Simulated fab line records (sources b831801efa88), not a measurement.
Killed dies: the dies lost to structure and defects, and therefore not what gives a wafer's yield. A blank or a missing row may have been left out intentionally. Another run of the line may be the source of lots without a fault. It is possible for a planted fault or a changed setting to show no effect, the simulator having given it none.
Chamber matching + flow sky130 + SKY_LI_CONTACT_ETCH_15 on rieDiel-02: 4 sister chambers
The step etches PSG in C4F8/O2/Ar, stops on Si, target depth 600 nm. 8 wafers are shown with their chamber, then 9 later ones without.

WAFERS, EACH WITH ITS CHAMBER
| wafer  | chamber | oesProductAu (a.u.) |
|--------|---------|---------------------|
| L087.6 | 3       | 0.837               |
| L086.3 | 0       | 0.838               |
| L089.1 | 3       | 0.839               |
| L089.2 | 0       | 0.839               |
| L089.3 | 1       | 0.837               |
| L089.4 | 2       | 0.837               |
| L089.5 | 1       | 0.848               |
| L089.6 | 2       | 0.834               |

WAFERS WITH NO CHAMBER GIVEN
| wafer  | oesProductAu (a.u.) |
|--------|---------------------|
| L091.3 | 0.837               |
| L091.4 | 0.838               |
| L091.5 | 0.838               |
| L096.2 | 0.835               |
| L096.3 | 0.836               |
| L096.4 | 0.831               |
| L097.3 | 0.834               |
| L097.4 | 0.846               |
| L097.5 | 0.843               |

THE CHAMBER EACH PASSED THROUGH
| wafer  | from the rows above               | in truth |
|--------|-----------------------------------|----------|
| L091.3 | can't be placed: 3 or 0 or 2 or 1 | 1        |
| L091.4 | can't be placed: 3 or 0 or 2 or 1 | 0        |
| L091.5 | can't be placed: 3 or 0 or 2 or 1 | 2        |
| L096.2 | can't be placed: 2 or 3 or 0 or 1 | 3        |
| L096.3 | can't be placed: 2 or 3 or 0 or 1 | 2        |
| L096.4 | can't be placed: 2 or 3 or 0 or 1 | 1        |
| L097.3 | can't be placed: 2 or 3 or 0 or 1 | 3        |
| L097.4 | can't be placed: 1 or 0 or 3 or 2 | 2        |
| L097.5 | can't be placed: 1 or 0 or 3 or 2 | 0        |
Placed correctly: 0 of 9. Can't be placed from these rows: 9 (the true chamber is among the candidates in 9). Wrongly placed: 0.
How it was worked out, from the rows above alone: a wafer's distance from a chamber is the root of the sum, over the readings, of the square of ((its reading less the chamber's mean) divided by the reading's scatter). The wafer belongs to the nearest chamber; if the next one is less than 2 further off, it can't be placed. The mean given for a chamber averages the wafers shown for that chamber. The scatter: the root of (the sum of the squares of (reading less its chamber's mean) over the shown wafers, divided by (wafers less chambers)).
